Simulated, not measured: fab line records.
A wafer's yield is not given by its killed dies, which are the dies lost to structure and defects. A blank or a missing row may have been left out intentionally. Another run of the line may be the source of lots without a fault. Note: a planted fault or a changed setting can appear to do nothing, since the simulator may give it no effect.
The tool behind it: which one? ; flow sky130 ; 12 lots, 36 wafers sampled, at 5 steps of a route of 708

## WHAT THE GAUGES READ, wafer by wafer
SKY_LDD_LDN_TW_MEAS_13. Usual: LDD_LDN_TW typically reads 1485, with standard deviation 17.
lot;measured;on;LDD_LDN_TW;flag
L581;day 22 10:46;film_metro-02;1471 1466 1470;
L584;day 24 01:20;film_metro-02;1468 1477 1469;
L585;day 24 15:19;film_metro-03;1519 1524 1516;
L586;day 25 00:00;film_metro-02;1470 1464 1467;
L587;day 25 12:51;film_metro-03;1521 1532 1520;
L588;day 25 12:56;film_metro-02;1459 1472 1460;
L593;day 27 03:09;film_metro-02;1482 1480 1480;
L594;day 27 17:37;film_metro-04;1471 1480 1464;
L601;day 29 23:09;film_metro-02;1387 1398 1383;OFF
L602;day 30 06:12;film_metro-03;1513 1500 1511;
L604;day 31 11:28;film_metro-03;1412 1418 1406;OFF
L603;day 32 17:27;film_metro-02;1479 1482 1477;

SKY_SD_N_CD_MEAS_07: the cd target is 380 nm. Usual: cd_nm 379.8 nm, standard deviation 2.9.
lot;measured;on;cd_nm (nm);flag
L581;day 27 13:30;cd_sem-02;375.4 378.2 377.5;
L584;day 29 00:59;cd_sem-01;380.2 381.8 382.3;
L585;day 30 08:48;cd_sem-01;375.3 374.4 377.9;
L586;day 30 09:49;cd_sem-02;382.1 381.5 380.6;
L587;day 30 09:52;cd_sem-01;384.2 385.0 382.3;
L588;day 30 11:00;cd_sem-01;383.8 380.4 382.7;
L593;day 31 23:01;cd_sem-02;382.1 382.8 381.5;
L594;day 32 12:02;cd_sem-02;380.7 383.1 381.3;
L601;day 34 13:19;cd_sem-01;379.6 379.1 379.5;
L602;day 34 20:46;cd_sem-02;375.5 376.7 376.2;
L604;day 36 00:31;cd_sem-02;379.7 382.3 382.0;
L603;day 37 04:34;cd_sem-02;381.9 384.2 380.2;

## EACH LOT AND THE TOOL THAT RAN IT (in order: tool; ch and the chambers of the sampled wafers; start)
lot;SKY_LDD_LDN_IMPLANT_10;SKY_SPACER_ETCHBACK_02;SKY_POLY_CUT_ETCH_11
L581;implanter-02 ch 0, day 22 10:23;rie_diel-02 ch 1,2,3, day 22 13:18;rie_diel-02 ch 1,3, day 23 20:35
L584;implanter-01 ch 0, day 24 00:59;rie_diel-02 ch 0,1,3, day 24 02:42;rie_diel-01 ch 1,2,3, day 25 08:53
L585;implanter-01 ch 0, day 24 14:57;rie_diel-01 ch 1,2,3, day 25 13:29;rie_diel-01 ch 0,3, day 26 19:14
L586;implanter-04 ch 0, day 24 23:38;rie_diel-04 ch 2,3, day 25 13:29;rie_diel-03 ch 2,3, day 26 19:38
L587;implanter-02 ch 0, day 25 12:27;rie_diel-02 ch 1,3, day 25 14:41;rie_diel-01 ch 0,2, day 26 20:29
L588;implanter-01 ch 0, day 25 12:34;rie_diel-04 ch 0,3, day 25 14:41;rie_diel-03 ch 1,2,3, day 26 20:50
L593;implanter-02 ch 0, day 27 02:45;rie_diel-02 ch 1,2,3, day 27 04:40;rie_diel-03 ch 2,3, day 28 09:55
L594;implanter-04 ch 0, day 27 17:14;rie_diel-01 ch 0,1, day 27 19:44;rie_diel-02 ch 1,2, day 29 00:08
L601;implanter-01 ch 0, day 29 22:45;rie_diel-02 ch 0,1,2, day 30 00:31;rie_diel-01 ch 1,2,3, day 31 05:44
L602;implanter-04 ch 0, day 30 05:48;rie_diel-01 ch 0,3, day 30 07:35;rie_diel-02 ch 1,2, day 31 12:04
L604;implanter-01 ch 0, day 31 11:04;rie_diel-04 ch 0,1,3, day 31 12:51;rie_diel-01 ch 0,1,2, day 32 17:05
L603;implanter-02 ch 0, day 32 17:03;rie_diel-04 ch 0,1,2, day 32 19:26;rie_diel-03 ch 0,2,3, day 33 21:47
- SKY_LDD_LDN_IMPLANT_10
- SKY_SPACER_ETCHBACK_02: etches Si3N4 in CH3F/O2, stops on SiO2, time 46.7 s, target depth 45 nm.
- SKY_POLY_CUT_ETCH_11: etches Si3N4 in CF4/CH2F2/Ar, stops on poly-Si, time 42.5 s, target depth 60 nm.

## AS READ BY THE TOOLS THEMSELVES (means over the sampled wafers that have a number; for cases with no such wafer, the mark the record gives instead)
SKY_LDD_LDN_IMPLANT_10. Usual: dose_ions_cm2 1.2504e+13, standard deviation 1.3e+10; faraday_current_uA 70.5, standard deviation 1.4.
lot;tool;dose_ions_cm2;faraday_current_uA;flag
L581;implanter-02;1.2504e+13;70.5;
L584;implanter-01;1.2513e+13;70.6;
L585;implanter-01;1.2486e+13;70.7;
L586;implanter-04;1.2478e+13;71.5;
L587;implanter-02;1.2500e+13;71.2;
L588;implanter-01;1.2526e+13;71.5;
L593;implanter-02;1.2503e+13;69.3;
L594;implanter-04;1.2506e+13;69.8;
L601;implanter-01;3.0327e+12;17.2;OFF
L602;implanter-04;1.2504e+13;71.4;
L604;implanter-01;3.0520e+12;17.0;OFF
L603;implanter-02;1.2504e+13;69.5;

SKY_SPACER_ETCHBACK_02. Usual: drypump_motor_current_A 5.8 A, standard deviation 0.4; oes_product_au 0.854 a.u., standard deviation 0.0069; throttle_valve_pct 10.563 %, standard deviation 0.0086.
lot;tool;drypump_motor_current_A (A);oes_product_au (a.u.);throttle_valve_pct (%);flag
L581;rie_diel-02;5.9;0.851;10.561;
L584;rie_diel-02;5.9;0.857;10.560;
L585;rie_diel-01;6.3;0.846;10.563;
L586;rie_diel-04;5.0;0.850;10.560;
L587;rie_diel-02;5.9;0.839;10.570;
L588;rie_diel-04;5.0;0.854;10.561;
L593;rie_diel-02;5.9;0.856;10.565;
L594;rie_diel-01;6.1;0.850;10.565;
L601;rie_diel-02;5.9;0.856;10.570;
L602;rie_diel-01;5.8;0.853;10.560;
L604;rie_diel-04;5.4;0.859;10.566;
L603;rie_diel-04;5.7;0.853;10.564;

SKY_POLY_CUT_ETCH_11. Usual: ch2f2_flow_sccm 20.01 sccm, standard deviation 0.069; drypump_motor_current_A 5.8 A, standard deviation 0.45; oes_product_au 0.827 a.u., standard deviation 0.0061; throttle_valve_pct 14.994 %, standard deviation 0.0089.
lot;tool;ch2f2_flow_sccm (sccm);drypump_motor_current_A (A);oes_product_au (a.u.);throttle_valve_pct (%);flag
L581;rie_diel-02;19.98;5.9;0.831;14.993;
L584;rie_diel-01;20.02;6.3;0.833;14.992;
L585;rie_diel-01;20.05;5.8;0.826;14.996;
L586;rie_diel-03;20.07;5.4;0.829;15.002;
L587;rie_diel-01;20.00;6.1;0.830;14.988;
L588;rie_diel-03;20.02;5.3;0.831;14.998;
L593;rie_diel-03;20.00;5.4;0.826;15.002;
L594;rie_diel-02;19.98;5.8;0.826;15.008;
L601;rie_diel-01;19.99;6.3;0.832;14.998;
L602;rie_diel-02;20.01;5.8;0.825;14.990;
L604;rie_diel-01;19.96;6.1;0.826;14.989;
L603;rie_diel-03;20.01;5.4;0.833;14.993;

## THE ANSWER, worked out from the rows above alone
Rule: a lot is off if the mean of its wafers that have a number lies more than 3 standard deviations from the usual mean. Also off: a lot with no number at a reading for which 4 or more lots have one. All remaining lots with rows at the step are treated as sound. First the gauges in route order, then the tools' own readings, where a lot's mean is used as printed above. The first step at which some lot is off is used, and at that step the reading that is off furthest; a lot without a number counts as furthest.
Off: at SKY_LDD_LDN_TW_MEAS_13 (LDD_LDN_TW), L601, L604.
A tool fits if, at a process step before that reading, it ran every lot that is off, and no sound lot after the first of them. The gauges at SKY_LDD_LDN_TW_MEAS_13 aren't tried: what is off there is off at SKY_LDD_LDN_IMPLANT_10 too, on other tools, and a gauge's error can't cause that. One fits: SKY_LDD_LDN_IMPLANT_10 on implanter-01. Its last sound lot is L588 (day 25 12:34), its first lot that is off L601 (day 29 22:45): a fault that began between those two fits.
The tool's own readings at SKY_LDD_LDN_IMPLANT_10 bear it out: on the lots that are off they differ by more than 5 times the standard deviation of the sound lots' means. dose_ions_cm2 reads 3.0424e+12 there against 1.2502e+13 on the sound lots; faraday_current_uA reads 17.1 there against 70.6 on the sound lots.

## WHAT THE SIMULATOR HAD PUT IN
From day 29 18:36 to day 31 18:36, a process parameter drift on implanter-01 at SKY_LDD_LDN_IMPLANT_10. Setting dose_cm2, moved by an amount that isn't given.
Lots struck among those shown: L601, L604. The rule above reached the same finding.
